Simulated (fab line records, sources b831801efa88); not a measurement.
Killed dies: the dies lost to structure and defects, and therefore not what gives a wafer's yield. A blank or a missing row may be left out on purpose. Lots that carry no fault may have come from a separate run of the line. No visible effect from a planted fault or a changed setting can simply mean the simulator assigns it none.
Which tool is to blame? ; flow sky130 ; 24 lots with 72 wafers sampled at 6 steps, on a route of 708 steps

WHAT EACH GAUGE READ, for each wafer
SKY_CAPM_THK_MEAS_01. Usual: CAPM_CVD_00_THK 15.56 nm, standard deviation 0.25.
lot;measured;on;CAPM_CVD_00_THK (nm);flag
L074;day 35 15:16;filmMetro-04;15.38 15.83 15.83;
L075;day 36 11:41;filmMetro-04;15.54 15.91 15.95;
L076;day 36 15:28;filmMetro-04;15.46 15.55 15.74;
L077;day 36 22:38;filmMetro-04;15.50 15.50 15.98;
L078;day 38 06:01;filmMetro-04;15.78 16.19 15.95;
L079;day 38 12:36;filmMetro-02;15.39 15.40 15.66;
L080;day 38 14:58;filmMetro-04;15.74 15.40 15.77;
L081;day 38 17:34;filmMetro-04;15.27 15.31 15.58;
L082;day 38 19:10;filmMetro-02;15.56 15.19 15.64;
L083;day 39 04:20;filmMetro-01;15.47 15.68 15.67;
L085;day 39 10:58;filmMetro-02;15.32 15.36 15.50;
L084;day 39 16:28;filmMetro-01;15.58 15.66 16.03;
L086;day 39 20:21;filmMetro-02;15.35 15.59 15.42;
L087;day 40 03:35;filmMetro-01;15.50 15.78 15.71;
L088;day 40 10:47;filmMetro-01;15.34 15.24 15.43;
L090;day 41 14:47;filmMetro-04;15.18 15.46 15.52;
L091;day 41 19:22;filmMetro-04;15.96 15.65 16.14;
L089;day 42 00:52;filmMetro-01;15.06 15.38 15.65;
L092;day 42 01:01;filmMetro-02;15.61 15.36 15.69;
L093;day 42 01:55;filmMetro-02;15.28 15.46 15.69;
L094;day 42 19:53;filmMetro-01;15.54 15.23 15.67;
L095;day 43 03:20;filmMetro-02;15.30 15.24 15.67;
L097;day 43 04:11;filmMetro-01;15.55 15.06 15.58;
L096;day 43 09:17;filmMetro-02;15.05 15.17 15.02;

SKY_METAL5_RS_MEAS_05: the measuring method here is four-point-probe. Usual: METAL5_ALCU_RS 0.02705 ohm/sq, standard deviation 0.00025.
lot;measured;on;METAL5_ALCU_RS (ohm/sq);flag
L074;day 42 04:14;filmMetro-02;0.02748 0.02725 0.0274;
L075;day 43 00:02;filmMetro-04;0.02735 0.02696 0.02723;
L076;day 43 01:34;filmMetro-02;0.0273 0.0272 0.02708;
L077;day 43 07:52;filmMetro-01;0.02704 0.0272 0.02741;
L078;day 44 10:59;filmMetro-01;0.02749 0.02724 0.02709;
L079;day 44 18:47;filmMetro-01;0.02726 0.02723 0.02728;
L080;day 44 20:11;filmMetro-01;0.02715 0.027 0.02693;
L081;day 44 22:44;filmMetro-01;0.02699 0.02659 0.02685;
L082;day 44 23:48;filmMetro-02;0.02685 0.02696 0.02674;
L083;day 45 07:38;filmMetro-01;0.02707 0.02692 0.02732;
L085;day 45 11:07;filmMetro-01;0.02709 0.02682 0.02696;
L084;day 45 18:58;filmMetro-04;0.02758 0.02723 0.02735;
L086;day 45 22:24;filmMetro-02;0.02735 0.02745 0.02736;
L087;day 46 03:28;filmMetro-02;0.02654 0.02687 0.02671;
L088;day 46 11:48;filmMetro-04;0.02667 0.02628 0.02652;
L090;day 47 07:29;filmMetro-04;0.02728 0.02716 0.02673;
L091;day 47 12:43;filmMetro-02;0.02713 0.02715 0.02692;
L089;day 47 17:16;filmMetro-01;0.02704 0.02695 0.02683;
L092;day 47 18:25;filmMetro-04;0.02712 0.02683 0.02707;
L093;day 47 19:05;filmMetro-02;0.02683 0.02679 0.02678;
L094;day 48 10:09;filmMetro-01;0.02727 0.02729 0.02737;
L095;day 48 16:02;filmMetro-04;0.02732 0.0269 0.02697;
L097;day 48 15:47;filmMetro-02;0.02698 0.02704 0.02705;
L096;day 48 20:43;filmMetro-04;0.02693 0.02687 0.02713;

EACH LOT AND THE TOOL THAT RAN IT (in order: tool; ch and the chambers of the sampled wafers; start)
lot;SKY_LI_CONTACT_SPUTTER_19;SKY_METAL1_STRIP_20;SKY_METAL3_SPUTTER_02;SKY_VIA3_ETCH_14
L074;pvdSputter-01, day 28 10:49;plasmaAsher-04 ch 0,1, day 32 02:49;pvdSputter-01, day 35 15:08;rieDiel-01 ch 0,1, day 38 22:19
L075;pvdSputter-04, day 29 08:36;plasmaAsher-03 ch 0, day 32 23:58;pvdSputter-04, day 36 11:32;rieDiel-01 ch 2,3, day 39 17:47
L076;pvdSputter-01, day 29 10:50;plasmaAsher-03 ch 0,1, day 33 01:22;pvdSputter-01, day 36 15:20;rieDiel-04 ch 0,1,2, day 39 20:47
L077;pvdSputter-03, day 29 19:39;plasmaAsher-03 ch 0,1, day 33 11:35;pvdSputter-04, day 36 22:29;rieDiel-03 ch 0,1,3, day 40 04:17
L078;pvdSputter-03, day 31 06:41;plasmaAsher-04 ch 0,1, day 34 18:56;pvdSputter-01, day 38 05:53;rieDiel-01 ch 0,3, day 41 09:29
L079;pvdSputter-03, day 31 13:04;plasmaAsher-01 ch 0,1, day 35 01:44;pvdSputter-04, day 38 12:28;rieDiel-04 ch 0,1,3, day 41 17:44
L080;pvdSputter-01, day 31 13:46;plasmaAsher-01 ch 0,1, day 35 03:23;pvdSputter-01, day 38 14:51;rieDiel-01 ch 0,1,2, day 41 18:37
L081;pvdSputter-04, day 31 14:38;plasmaAsher-03 ch 1, day 35 04:04;pvdSputter-02, day 38 17:26;rieDiel-04 ch 1,3, day 41 22:11
L082;pvdSputter-04, day 31 19:35;plasmaAsher-04 ch 0,1, day 35 08:25;pvdSputter-01, day 38 19:02;rieDiel-01 ch 1,3, day 41 22:46
L083;pvdSputter-01, day 32 05:19;plasmaAsher-04 ch 0,1, day 35 16:34;pvdSputter-02, day 39 04:11;rieDiel-04 ch 0,3, day 42 07:16
L085;pvdSputter-03, day 32 15:08;plasmaAsher-03 ch 0,1, day 36 02:28;pvdSputter-01, day 39 10:50;rieDiel-03 ch 0,1, day 42 12:38
L084;pvdSputter-04, day 32 17:11;plasmaAsher-03 ch 0,1, day 36 04:58;pvdSputter-01, day 39 16:20;rieDiel-04 ch 0,2,3, day 42 18:58
L086;pvdSputter-03, day 32 22:49;plasmaAsher-03 ch 0,1, day 36 09:37;pvdSputter-02, day 39 20:14;rieDiel-03 ch 1,2, day 42 22:58
L087;pvdSputter-01, day 33 08:31;plasmaAsher-03 ch 0,1, day 36 18:44;pvdSputter-04, day 40 03:27;rieDiel-04 ch 1,2,3, day 43 04:53
L088;pvdSputter-04, day 33 13:56;plasmaAsher-04 ch 0,1, day 37 00:50;pvdSputter-04, day 40 10:40;rieDiel-03 ch 3, day 43 15:58
L090;pvdSputter-04, day 34 22:55;plasmaAsher-04 ch 0,1, day 38 07:38;pvdSputter-04, day 41 14:39;rieDiel-03 ch 0,3, day 44 11:49
L091;pvdSputter-04, day 35 02:19;plasmaAsher-01 ch 0,1, day 38 11:43;pvdSputter-04, day 41 19:14;rieDiel-03 ch 0,1,2, day 44 17:26
L089;pvdSputter-04, day 35 05:14;plasmaAsher-04 ch 0,1, day 38 15:17;pvdSputter-01, day 42 00:43;rieDiel-01 ch 0,1,2, day 44 22:53
L092;pvdSputter-01, day 35 05:35;plasmaAsher-01 ch 0,1, day 38 15:38;pvdSputter-04, day 42 00:53;rieDiel-01 ch 1,2, day 44 23:32
L093;pvdSputter-04, day 35 09:32;plasmaAsher-04 ch 0,1, day 38 18:00;pvdSputter-01, day 42 01:46;rieDiel-03 ch 0,1,2, day 45 00:32
L094;pvdSputter-01, day 36 03:40;plasmaAsher-01 ch 0,1, day 39 12:10;pvdSputter-04, day 42 19:46;rieDiel-04 ch 0,1, day 45 17:14
L095;pvdSputter-04, day 36 13:34;plasmaAsher-03 ch 0,1, day 39 22:23;pvdSputter-01, day 43 03:12;rieDiel-04 ch 1,2,3, day 45 23:59
L097;pvdSputter-04, day 36 14:43;plasmaAsher-03 ch 0,1, day 39 23:20;pvdSputter-04, day 43 04:03;rieDiel-03 ch 1,3, day 45 23:01
L096;pvdSputter-01, day 36 19:22;plasmaAsher-03 ch 0,1, day 40 03:33;pvdSputter-02, day 43 09:10;rieDiel-03 ch 0,1,2, day 46 04:35
- SKY_LI_CONTACT_SPUTTER_19: material Ti, target thk 20 nm, time 106.37 s.
- SKY_METAL1_STRIP_20: strips in O2/N2.
- SKY_METAL3_SPUTTER_02: material AlCu, target thk 735 nm, time 39.1 s.
- SKY_VIA3_ETCH_14: etches BARC in N2/H2, stops on SiO2, time 45.9 s, target depth 60 nm.

WHAT THE TOOLS THEMSELVES READ (means of the sampled wafers that have a number; where no wafer has one, the mark that the record gives instead)
SKY_LI_CONTACT_SPUTTER_19. Usual: substrateTempC 199.96 C, standard deviation 0.15; throttleValvePct 29.6 %, standard deviation 0.71.
lot;tool;substrateTempC (C);throttleValvePct (%);flag
L074;pvdSputter-01;199.83;29.3;
L075;pvdSputter-04;199.95;29.5;
L076;pvdSputter-01;200.01;29.8;
L077;pvdSputter-03;200.00;29.1;
L078;pvdSputter-03;199.83;29.8;
L079;pvdSputter-03;200.09;28.6;
L080;pvdSputter-01;199.87;30.1;
L081;pvdSputter-04;200.01;29.9;
L082;pvdSputter-04;199.98;29.9;
L083;pvdSputter-01;199.86;29.5;
L085;pvdSputter-03;199.83;29.2;
L084;pvdSputter-04;199.91;29.4;
L086;pvdSputter-03;200.00;28.9;
L087;pvdSputter-01;199.98;29.1;
L088;pvdSputter-04;199.98;29.7;
L090;pvdSputter-04;199.91;29.9;
L091;pvdSputter-04;199.94;29.7;
L089;pvdSputter-04;199.97;29.4;
L092;pvdSputter-01;199.88;29.6;
L093;pvdSputter-04;200.08;29.8;
L094;pvdSputter-01;199.96;29.1;
L095;pvdSputter-04;200.07;29.7;
L097;pvdSputter-04;200.08;29.1;
L096;pvdSputter-01;200.01;29.3;

SKY_METAL1_STRIP_20. Usual: drypumpMotorCurrentA 5.6 A, standard deviation 0.38; oesProductAu 0.342 a.u., standard deviation 0.0049; stripTimeToEndpointS 2.69 s, standard deviation 0.04.
lot;tool;drypumpMotorCurrentA (A);oesProductAu (a.u.);stripTimeToEndpointS (s);flag
L074;plasmaAsher-04;6.0;0.342;2.68;
L075;plasmaAsher-03;5.5;0.342;2.67;
L076;plasmaAsher-03;5.7;0.341;2.66;
L077;plasmaAsher-03;5.6;0.337;2.62;
L078;plasmaAsher-04;6.1;0.340;2.66;
L079;plasmaAsher-01;5.0;0.339;2.68;
L080;plasmaAsher-01;5.1;0.341;2.67;
L081;plasmaAsher-03;5.7;0.339;2.65;
L082;plasmaAsher-04;6.0;0.342;2.67;
L083;plasmaAsher-04;6.0;0.340;2.69;
L085;plasmaAsher-03;5.7;0.340;2.69;
L084;plasmaAsher-03;5.7;0.341;2.71;
L086;plasmaAsher-03;5.6;0.344;2.74;
L087;plasmaAsher-03;5.6;0.345;2.72;
L088;plasmaAsher-04;6.0;0.349;2.74;
L090;plasmaAsher-04;6.1;0.345;2.73;
L091;plasmaAsher-01;5.1;0.341;2.71;
L089;plasmaAsher-04;6.0;0.342;2.67;
L092;plasmaAsher-01;5.0;0.343;2.69;
L093;plasmaAsher-04;6.0;0.344;2.72;
L094;plasmaAsher-01;5.0;0.336;2.66;
L095;plasmaAsher-03;5.6;0.339;2.67;
L097;plasmaAsher-03;5.7;0.339;2.70;
L096;plasmaAsher-03;5.7;0.345;2.76;

SKY_METAL3_SPUTTER_02. Usual: throttleValvePct reads 29.7 % (standard deviation 0.83).
lot;tool;throttleValvePct (%);flag
L074;pvdSputter-01;30.0;
L075;pvdSputter-04;29.7;
L076;pvdSputter-01;30.2;
L077;pvdSputter-04;29.9;
L078;pvdSputter-01;29.3;
L079;pvdSputter-04;29.3;
L080;pvdSputter-01;29.5;
L081;pvdSputter-02;30.0;
L082;pvdSputter-01;29.3;
L083;pvdSputter-02;30.8;
L085;pvdSputter-01;29.5;
L084;pvdSputter-01;30.0;
L086;pvdSputter-02;31.6;
L087;pvdSputter-04;29.2;
L088;pvdSputter-04;29.0;
L090;pvdSputter-04;29.6;
L091;pvdSputter-04;29.2;
L089;pvdSputter-01;29.5;
L092;pvdSputter-04;30.2;
L093;pvdSputter-01;29.4;
L094;pvdSputter-04;30.2;
L095;pvdSputter-01;29.7;
L097;pvdSputter-04;29.7;
L096;pvdSputter-02;30.7;

SKY_VIA3_ETCH_14. Usual: drypumpMotorCurrentA 5.6 A, standard deviation 0.53; oesProductAu 0.855 a.u., standard deviation 0.0044; throttleValvePct 13.225 %, standard deviation 0.0085.
lot;tool;drypumpMotorCurrentA (A);oesProductAu (a.u.);throttleValvePct (%);flag
L074;rieDiel-01;5.6;0.857;13.227;
L075;rieDiel-01;5.3;0.859;13.231;
L076;rieDiel-04;5.4;0.857;13.224;
L077;rieDiel-03;5.7;0.859;13.227;
L078;rieDiel-01;5.2;0.856;13.239;
L079;rieDiel-04;5.4;0.855;13.223;
L080;rieDiel-01;5.3;0.857;13.221;
L081;rieDiel-04;5.7;0.851;13.223;
L082;rieDiel-01;6.0;0.856;13.223;
L083;rieDiel-04;5.1;0.853;13.225;
L085;rieDiel-03;5.7;0.854;13.231;
L084;rieDiel-04;5.1;0.856;13.223;
L086;rieDiel-03;6.4;0.853;13.218;
L087;rieDiel-04;5.4;0.860;13.231;
L088;rieDiel-03;5.4;0.856;13.218;
L090;rieDiel-03;5.5;0.858;13.219;
L091;rieDiel-03;6.1;0.857;13.230;
L089;rieDiel-01;5.3;0.854;13.228;
L092;rieDiel-01;5.7;0.855;13.220;
L093;rieDiel-03;6.1;0.851;13.223;
L094;rieDiel-04;5.3;0.855;13.225;
L095;rieDiel-04;5.4;0.856;13.231;
L097;rieDiel-03;5.8;0.853;13.225;
L096;rieDiel-03;6.1;0.850;13.230;

THE ANSWER, worked out from the rows above alone
Rule: a lot is off if the mean of its wafers that have a number lies more than 3 standard deviations from the usual mean. Also off: a lot with no number at a reading for which 4 or more lots have one. Where the step has rows for the other lots, those lots are counted as sound. First the gauges in route order, then the tools' own readings, where a lot's mean is used as printed above. At the first step where some lot is off, the reading lying furthest off is the one used; lots without a number count as furthest.
Nothing can be told from this: no lot is off at any reading shown.

WHAT THE SIMULATOR HAD INSERTED
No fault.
